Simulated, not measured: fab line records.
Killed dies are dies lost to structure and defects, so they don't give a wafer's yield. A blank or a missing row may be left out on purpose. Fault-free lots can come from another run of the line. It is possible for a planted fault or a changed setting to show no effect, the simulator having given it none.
A lot that was struck, set against a sound lot || flow sky130 || 14 steps out of a route of 708
Sound: these wafers, L540.2, L540.4, L540.5. Struck: wafers L549.2, L549.3. (L549.6 of the same lot was not struck and is left out.) The cause comes at the end.
Each step with rows lists, per side, the tool, then ch with its chambers, then its first start. Under that, the readings that differ: sound wafers || struck wafers || difference of the means || sigmas: that difference in standard deviations of wafers without a fault.
alike: same words and numbers on both sides, and readings whose means sit less than 2 such deviations apart. not compared: any withheld reading, any reading some wafer has no value for, any bound like >300 that may hide the same value, and any number with overlapping values for which the record gives no deviation.
The two part at a step that has a row with sigmas, a row that says differs or no value, or rows on one side only. Numbers that have no deviation but don't overlap get no sigmas and don't part them. A reading that every wafer of one side lacks parts them only if that side has two wafers or more.

first, 9 steps without rows for these wafers: SKY_CAP2M_CLEAN_17 (cleans in O3/DIW); SKY_METAL4_DEHYDRATE_05 (time 60 s); SKY_METAL4_HMDS_06 (prime time 60 s); SKY_METAL4_COAT_07 (resist thk 60 nm); SKY_METAL4_COAT_08 (resist thk 1140 nm); SKY_METAL4_SOFTBAKE_09 (time 90 s); SKY_METAL4_EXPOSE_10 (exposes mask MM4, target cd 300 nm); SKY_METAL4_PEB_11; SKY_METAL4_DEVELOP_12 (develop time 60 s).
SKY_METAL4_CD_MEAS_13: target cd 300 nm.
  struck on cd sem-01, day 44 16:21; sound on cd sem-01, day 42 09:22
  alike: cd nm
SKY_METAL4_OVL_MEAS_14:
  struck on overlay-02, day 44 16:27; sound on overlay-02, day 42 09:28
{"reading": "METAL4_OVL (nm)", "sound": "13 -4 1", "struck": "-4 -13", "difference": -12, "sigmas": -2}
SKY_METAL4_DESCUM_15: chemistry O2, time 8 s.
  sound on rie metal-01 ch 0,1, day 42 09:30; struck on rie metal-01 ch 0,1, day 44 16:29
  alike: drypump motor current A, oes product au
  not compared: rf hours counter h
SKY_METAL4_ETCH_16: etches BARC in N2/H2, stops on SiO2, time 88.2 s, target depth 60 nm.
  sound on rie metal-01 ch 0,1, day 42 09:32; struck on rie metal-01 ch 0,1, day 44 16:31
{"reading": "oes product au (a.u.)", "sound": "0.632 0.628 0.623", "struck": "0.690 0.682", "difference": "+0.058", "sigmas": "+12"}
{"reading": "run length s (s)", "sound": "116.9 116.7 116.5", "struck": "106.1 105.5", "difference": -10.9, "sigmas": -15}
  alike: drypump motor current A, throttle valve pct
  not compared: rf hours counter h, model.KrF-thick_of_METAL4_COAT_08.thk nm
SKY_METAL4_ETCH_17: etches SiO2 in C4F8/O2/Ar, stops on TiN, time 3.9 s, target depth 15 nm.
  sound on rie diel-02 ch 0,2,3, day 42 09:38; struck on rie diel-02 ch 2,3, day 44 16:37
  alike: oes product au
  not compared: rf hours counter h

## WHERE THEY PART
Earliest at SKY_METAL4_OVL_MEAS_14; latest, in this record, at SKY_METAL4_ETCH_16. Later steps at which nothing parts them and some readings are alike: SKY_METAL4_ETCH_17.

WHY: what had been put in by the simulator
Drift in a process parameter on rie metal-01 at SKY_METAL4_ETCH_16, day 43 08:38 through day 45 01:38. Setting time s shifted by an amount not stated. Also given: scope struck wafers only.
